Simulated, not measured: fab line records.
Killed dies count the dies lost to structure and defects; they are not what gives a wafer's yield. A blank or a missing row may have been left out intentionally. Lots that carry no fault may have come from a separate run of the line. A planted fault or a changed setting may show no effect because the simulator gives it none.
fab line records ; flow sky130
record: lots: 14; wafers: 42; last-day: 50
route steps=708 shown POLY_CUT@315 SD_N@348 LI_CONTACT@364
lots that met no fault: from a run of the same line without faults
start-h: the number of hours between the record's first day and the start of the first shown wafer of the lot ; wait-h: hours from the lot's prior step to this one ; " the same as in the row above ; L1.1+2: a row that stands for several wafers ; - no value present, or no start provided ; * or withheld: withheld ; < > ~ a bound
route shown NAME@n: names a module that has steps shown in the file, with the first one's number in the route ; usual: mean and standard deviation over wafers with no fault ; same: alike in all rows ; chamber/n: place in a boat ; sites: readings site by site ; _std_site: the standard deviation of these ; _edge_site: the outer-site mean with the inner-site mean subtracted ; radius-mm: how far each site lies from the wafer's centre ; mask NAME#n: copy n ; behind: tool/chamber where the wafer was last shaped ; hold: the reason the lot was held/the length of the hold in hours/how it ended ; device: which transistor (n, p or np) failed to switch ; end of line: the same wafers' tests at the end of the route ; where a step has no rows: the recipe by itself ; killed: dies that structure and defects cost at the first sort, which is not the same as the wafer's yield ; map: per-die view of a wafer (x killed, . not killed, _ where there is no die)
set.NAME: the setting the step ran with; set.NAME@STEP: the setting that earlier step ran with ; model.NAME: the simulator's own value behind a step, which no gauge read
route steps across a sampled set of lots; one table per step, one row per wafer
services: the hour from which a tool's chamber was out of use, counted from the record's first day as start-h (under 0 if before that day), plus the number of hours and why
== steps ==
step: SKY_POLY_CUT_CD_MEAS_08
recipe: target-cd-nm: 270
usual: cd-nm: 270.1/1.6
lot.wafer;tool;chamber;start-h;wait-h;cd-nm
L279.3;cd-sem-01;-;602.49;-;271.9
L279.5;cd-sem-01;-;602.49;-;271.3
L279.6;cd-sem-01;-;602.49;-;272.1
L280.1;cd-sem-02;-;609.15;-;269.1
L280.4;cd-sem-02;-;609.15;-;267.9
L280.5;cd-sem-02;-;609.15;-;269.3
L281.1;cd-sem-01;-;613.74;-;272.6
L281.2;cd-sem-01;-;613.74;-;270.5
L281.4;cd-sem-01;-;613.74;-;271.7
L284.3;cd-sem-01;-;622.03;-;272.4
L284.5;cd-sem-01;-;622.03;-;272.6
L284.6;cd-sem-01;-;622.03;-;270.5
L283.4;cd-sem-01;-;623.68;-;269.4
L283.5;cd-sem-01;-;623.68;-;267.4
L283.6;cd-sem-01;-;623.68;-;269.2
L289.1;cd-sem-02;-;659.90;-;272.1
L289.3;cd-sem-02;-;659.90;-;271.4
L289.5;cd-sem-02;-;659.90;-;271.3
L290.1;cd-sem-01;-;667.69;-;270.7
L290.3;cd-sem-01;-;667.69;-;270.1
L290.5;cd-sem-01;-;667.69;-;271.2
L291.3;cd-sem-01;-;675.69;-;267.7
L291.4;cd-sem-01;-;675.69;-;268.6
L291.6;cd-sem-01;-;675.69;-;269.1
L292.2;cd-sem-02;-;681.22;-;269.1
L292.3;cd-sem-02;-;681.22;-;270.2
L292.6;cd-sem-02;-;681.22;-;269.1
L294.1;cd-sem-02;-;701.40;-;269.5
L294.2;cd-sem-02;-;701.40;-;268.5
L294.6;cd-sem-02;-;701.40;-;268.6
L295.1;cd-sem-01;-;708.20;-;269.7
L295.3;cd-sem-01;-;708.20;-;269.9
L295.4;cd-sem-01;-;708.20;-;271.3
L296.1;cd-sem-01;-;716.20;-;271.1
L296.4;cd-sem-01;-;716.20;-;270.7
L296.6;cd-sem-01;-;716.20;-;270.7
L298.2;cd-sem-01;-;735.77;-;271.3
L298.3;cd-sem-01;-;735.77;-;269.8
L298.4;cd-sem-01;-;735.77;-;270.9
L299.4;cd-sem-01;-;741.11;-;270.9
L299.5;cd-sem-01;-;741.11;-;272.2
L299.6;cd-sem-01;-;741.11;-;272.4
step: SKY_SD_N_DEVELOP_06
recipe: resist: NOVOLAK; developer: TMAH; develop-time-s: 60; dev-temp-c: 23
usual: chill-plate-temp-C: 23.00/0.1; develop-time-s: 60/0
lot.wafer;tool;chamber;start-h;wait-h;chill-plate-temp-C;develop-time-s
L279.3;litho-track-04;0;687.69;0.1;23.03;60
L279.5;litho-track-04;0;687.69;0.1;23.10;60
L279.6;litho-track-04;0;687.69;0.1;22.97;60
L280.1;litho-track-02;0;693.44;0.1;22.94;60
L280.4;litho-track-02;0;693.44;0.1;23.12;60
L280.5;litho-track-02;0;693.44;0.1;22.89;60
L281.1;litho-track-04;0;698.49;0.1;23.05;60
L281.2;litho-track-04;0;698.49;0.1;23.00;60
L281.4;litho-track-04;0;698.49;0.1;22.93;60
L284.3;litho-track-03;-;707.15;0.1;-;-
L284.5;litho-track-03;-;707.15;0.1;-;-
L284.6;litho-track-03;-;707.15;0.1;-;-
L283.4;litho-track-02;-;707.62;0.1;-;-
L283.5;litho-track-02;-;707.62;0.1;-;-
L283.6;litho-track-02;-;707.62;0.1;-;-
L289.1;litho-track-03;0;742.40;0.1;23.04;60
L289.3;litho-track-03;0;742.40;0.1;22.97;60
L289.5;litho-track-03;0;742.40;0.1;22.81;60
L290.1;litho-track-02;0;752.74;0.1;23.08;60
L290.3;litho-track-02;0;752.74;0.1;22.97;60
L290.5;litho-track-02;0;752.74;0.1;23.03;60
L291.3;litho-track-02;0;758.99;0.1;23.02;60
L291.4;litho-track-02;0;758.99;0.1;23.03;60
L291.6;litho-track-02;0;758.99;0.1;22.97;60
L292.2;litho-track-04;0;763.31;0.1;23.03;60
L292.3;litho-track-04;0;763.31;0.1;23.12;60
L292.6;litho-track-04;0;763.31;0.1;22.92;60
L294.1;litho-track-02;0;783.69;0.1;22.87;60
L294.2;litho-track-02;0;783.69;0.1;22.87;60
L294.6;litho-track-02;0;783.69;0.1;22.71;60
L295.1;litho-track-02;0;787.79;0.1;22.93;60
L295.3;litho-track-02;0;787.79;0.1;23.05;60
L295.4;litho-track-02;0;787.79;0.1;22.94;60
L296.1;litho-track-03;0;796.10;0.1;22.96;60
L296.4;litho-track-03;0;796.10;0.1;22.88;60
L296.6;litho-track-03;0;796.10;0.1;22.83;60
L298.2;litho-track-02;0;815.82;0.1;23.20;60
L298.3;litho-track-02;0;815.82;0.1;22.96;60
L298.4;litho-track-02;0;815.82;0.1;23.05;60
L299.4;litho-track-04;0;821.52;0.1;22.98;60
L299.5;litho-track-04;0;821.52;0.1;23.00;60
L299.6;litho-track-04;0;821.52;0.1;23.12;60
step: SKY_LI_CONTACT_CMP_02
recipe: material: PSG; down-force-psi: 4; platen-rpm: 60; pad-velocity-m-s: 0.94248
usual: motor-current-A: 11.9/0.85; time-to-endpoint-s: 31.9/2.8
lot.wafer;tool;chamber;start-h;wait-h;motor-current-A;time-to-endpoint-s
L279.3;cmp-01;3;689.27;0.1;10.7;33.7
L279.5;cmp-01;1;689.27;0.1;10.9;30.7
L279.6;cmp-01;2;689.27;0.1;12.4;29.1
L280.1;cmp-02;2;695.02;0.1;11.3;34.5
L280.4;cmp-02;3;695.02;0.1;12.5;34.4
L280.5;cmp-02;1;695.02;0.1;12.6;28.8
L281.4;cmp-01;3;700.02;0.0;10.6;37.3
L281.1;cmp-01;1;700.02;0.0;10.6;33.1
L281.2;cmp-01;2;700.02;0.0;12.5;32.4
L284.3;cmp-02;0;708.73;0.1;11.9;34.3
L284.6;cmp-02;2;708.73;0.1;11.4;33.5
L284.5;cmp-02;3;708.73;0.1;13.2;37.3
L283.4;cmp-02;3;709.17;0.1;12.9;28.7
L283.5;cmp-02;1;709.17;0.1;12.1;29.6
L283.6;cmp-02;2;709.17;0.1;11.0;32.9
L289.1;cmp-02;0;744.03;0.1;12.0;32.8
L289.3;cmp-02;1;744.03;0.1;12.7;28.5
L289.5;cmp-02;2;744.03;0.1;11.3;34.2
L290.3;cmp-02;2;754.32;0.1;11.2;36.6
L290.1;cmp-02;3;754.32;0.1;13.2;33.5
L290.5;cmp-02;1;754.32;0.1;13.2;29.8
L291.4;cmp-01;3;760.53;0.1;10.1;34.1
L291.3;cmp-01;1;760.53;0.1;11.0;32.9
L291.6;cmp-01;2;760.53;0.1;12.6;32.6
L292.3;cmp-02;2;764.82;0.0;11.4;32.3
L292.2;cmp-02;0;764.82;0.0;12.6;30.2
L292.6;cmp-02;2;764.82;0.0;11.5;30.0
L294.1;cmp-02;0;785.22;0.1;11.9;29.1
L294.2;cmp-02;1;785.22;0.1;12.3;27.0
L294.6;cmp-02;0;785.22;0.1;11.8;31.8
L295.4;cmp-02;3;789.32;0.0;13.1;32.2
L295.1;cmp-02;0;789.32;0.0;12.3;35.2
L295.3;cmp-02;2;789.32;0.0;11.2;32.0
L296.4;cmp-01;0;797.63;0.0;12.2;31.1
L296.1;cmp-01;1;797.63;0.0;10.8;34.4
L296.6;cmp-01;0;797.63;0.0;11.9;32.7
L298.2;cmp-02;1;817.32;0.0;12.8;26.5
L298.3;cmp-02;3;817.32;0.0;12.8;32.3
L298.4;cmp-02;0;817.32;0.0;12.6;31.2
L299.4;cmp-01;1;822.97;0.0;10.7;31.0
L299.6;cmp-01;1;822.97;0.0;11.2;31.8
L299.5;cmp-01;2;822.97;0.0;13.2;29.5
step: SKY_LI_CONTACT_BOW_MEAS_03
recipe: mode: bow
usual: LI_CONTACT_BOW: 57/7.3
lot.wafer;tool;chamber;start-h;wait-h;LI_CONTACT_BOW[um]
L279.3;film-metro-02;-;689.58;0.3;54
L279.5;film-metro-02;-;689.58;0.3;55
L279.6;film-metro-02;-;689.58;0.3;57
L280.1;film-metro-01;-;695.27;0.2;64
L280.4;film-metro-01;-;695.27;0.2;57
L280.5;film-metro-01;-;695.27;0.2;54
L281.1;film-metro-04;-;700.32;0.1;56
L281.2;film-metro-04;-;700.32;0.1;61
L281.4;film-metro-04;-;700.32;0.1;52
L284.3;film-metro-04;-;708.97;0.2;54
L284.5;film-metro-04;-;708.97;0.2;63
L284.6;film-metro-04;-;708.97;0.2;67
L283.4;film-metro-01;-;709.43;0.2;48
L283.5;film-metro-01;-;709.43;0.2;57
L283.6;film-metro-01;-;709.43;0.2;71
L289.1;film-metro-02;-;744.23;0.1;56
L289.3;film-metro-02;-;744.23;0.1;53
L289.5;film-metro-02;-;744.23;0.1;59
L290.1;film-metro-01;-;754.57;0.1;58
L290.3;film-metro-01;-;754.57;0.1;58
L290.5;film-metro-01;-;754.57;0.1;49
L291.3;film-metro-01;-;760.82;0.1;51
L291.4;film-metro-01;-;760.82;0.1;52
L291.6;film-metro-01;-;760.82;0.1;45
L292.2;film-metro-02;-;765.14;0.2;60
L292.3;film-metro-02;-;765.14;0.2;65
L292.6;film-metro-02;-;765.14;0.2;47
L294.1;film-metro-02;-;785.52;0.2;60
L294.2;film-metro-02;-;785.52;0.2;50
L294.6;film-metro-02;-;785.52;0.2;62
L295.1;film-metro-04;-;789.62;0.2;48
L295.3;film-metro-04;-;789.62;0.2;59
L295.4;film-metro-04;-;789.62;0.2;58
L296.1;film-metro-01;-;797.93;0.2;68
L296.4;film-metro-01;-;797.93;0.2;43
L296.6;film-metro-01;-;797.93;0.2;51
L298.2;film-metro-02;-;817.64;0.3;54
L298.3;film-metro-02;-;817.64;0.3;60
L298.4;film-metro-02;-;817.64;0.3;60
L299.4;film-metro-01;-;823.33;0.3;66
L299.5;film-metro-01;-;823.33;0.3;62
L299.6;film-metro-01;-;823.33;0.3;56
== services ==
tool;chamber;start-h;hours;kind
cmp-01;-;677.08;0.6;repair
cmp-01;-;718.03;5.2;pm
cmp-02;-;735.17;5.6;pm
cmp-02;-;744.44;4.0;pm
cmp-02;-;748.44;-;consumable-replace:conditioner
cmp-02;-;748.44;-;consumable-replace:pad
cmp-01;-;766.10;13.0;pm
cmp-02;-;805.63;0.7;repair
== key ==
first-sign: step: SKY_SD_N_DEVELOP_06; reading: tool-record; direction: missing
effect none on later readings
met-at SKY_SD_N_DEVELOP_06
struck-lots L283,L284
rows-end L283.4,L283.5
sort-left-out L283.6,L284.3,L284.5,L284.6
tester-left-out L283,L284
not-acting-at SKY_POLY_CUT_CD_MEAS_08,SKY_LI_CONTACT_CMP_02,SKY_LI_CONTACT_BOW_MEAS_03
onset-between 693.44 707.15
fault: kind: skipped-step-whole; tool: litho-track-02,litho-track-03; chamber: -; onset-h: 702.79; steps: SKY_SD_N_DEVELOP_06; scope: struck-lots-only
tester-left-out: of these lots the tester's yield and bins aren't shown, on N5 and GAA mostly nor the transistor test; their killed dies are dies lost to structure and defects alone, not to doping, threshold or leakage, so they don't give the yield
sort-left-out: the simulated sort isn't trusted on such a fault, so these wafers' sort isn't shown, and their yield isn't known
rows-end: these wafers met a further fault down the route, and their rows from its step on are left out
